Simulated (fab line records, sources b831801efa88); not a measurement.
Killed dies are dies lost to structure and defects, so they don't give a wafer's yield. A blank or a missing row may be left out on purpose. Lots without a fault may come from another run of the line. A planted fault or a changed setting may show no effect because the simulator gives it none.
Problem report in the 8D (eight disciplines) form, filled by code | flow gf180mcu | the parts of the form that need people (team, actions taken, sign-off) are left out

1. THE PROBLEM
run_length_s at GF_M1_SOFTBAKE_10 reads a mean of 93.41 s on 6 wafers of 2 lots; wafers without a fault read 89.24 s with a standard deviation of 0.26. That is +16 standard deviations from the usual mean.
The step: time 60 s.
First seen on wafer L844.4, day 21 04:48, on litho_track-01. The record holds 39 wafers of 13 lots with a number at this step. Rule for "out", or "out of limits": more than 4 standard deviations from the usual mean. The other wafers with a number count as sound.

2. WHAT IT IS AND WHAT IT IS NOT
question                    | is                     | is not
which readings at this step | run_length_s           | chill_plate_temp_C
which lots                  | L844, L845             | L833, L836, L837, L839, L840, L842, L846, L849, L852, L854, L855
which wafers of those lots  | all that have a number | -
read on which tools         | litho_track-01         | litho_track-02, litho_track-04
when                        | from day 21 04:48      | up to then (18 sound wafers); but 15 sound wafers of L846, L849, L852, L854, L855 came after

3. SUSPECTS, AND WHAT RULES EACH OUT
Counting: a tool at a process step up to the reading stays a suspect if it ran every lot that is out and no sound lot after the first of them.
- litho_track-01 at GF_M1_SOFTBAKE_10 (time 60 s): kept. It ran every lot that is out, first L844 (day 21 04:48), and no sound lot after that; its last sound lot up to then is L839 (day 19 05:48). Its own readings are out on those wafers: run_length_s.
Left after counting: litho_track-01 at GF_M1_SOFTBAKE_10.

4. THE CAUSE (what the simulator had put in)
Process parameter drift: litho_track-01, from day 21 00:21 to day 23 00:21, at GF_M1_SOFTBAKE_10. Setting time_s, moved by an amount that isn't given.
Counting left only this tool.

5. THE CHAIN OF EFFECTS, in route order
Each row: a reading whose mean over the struck wafers that have a number lies more than 3 standard deviations from the usual. Only readings for which the record gives a usual standard deviation are gone through. hours: the time from each lot's start at the first step in this table that gives one to its start at this step, as a median over the lots. sigmas: the change in usual standard deviations.
hours | step              | reading      | usual   | on struck wafers | change | sigmas
0     | GF_M1_SOFTBAKE_10 | run_length_s | 89.24 s | 93.41            | +4.17  | +16
The process steps in it:
- GF_M1_SOFTBAKE_10: time 60 s.
Later measuring or inspecting steps at which every struck wafer that the step has a row for has a number for every such reading, and none has moved that far: GF_V4_BOW_MEAS_05.

6. WHAT WOULD HAVE CAUGHT IT SOONER
In this record the first reading out of limits was taken at day 21 04:48, 4 hours after the fault began at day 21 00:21.
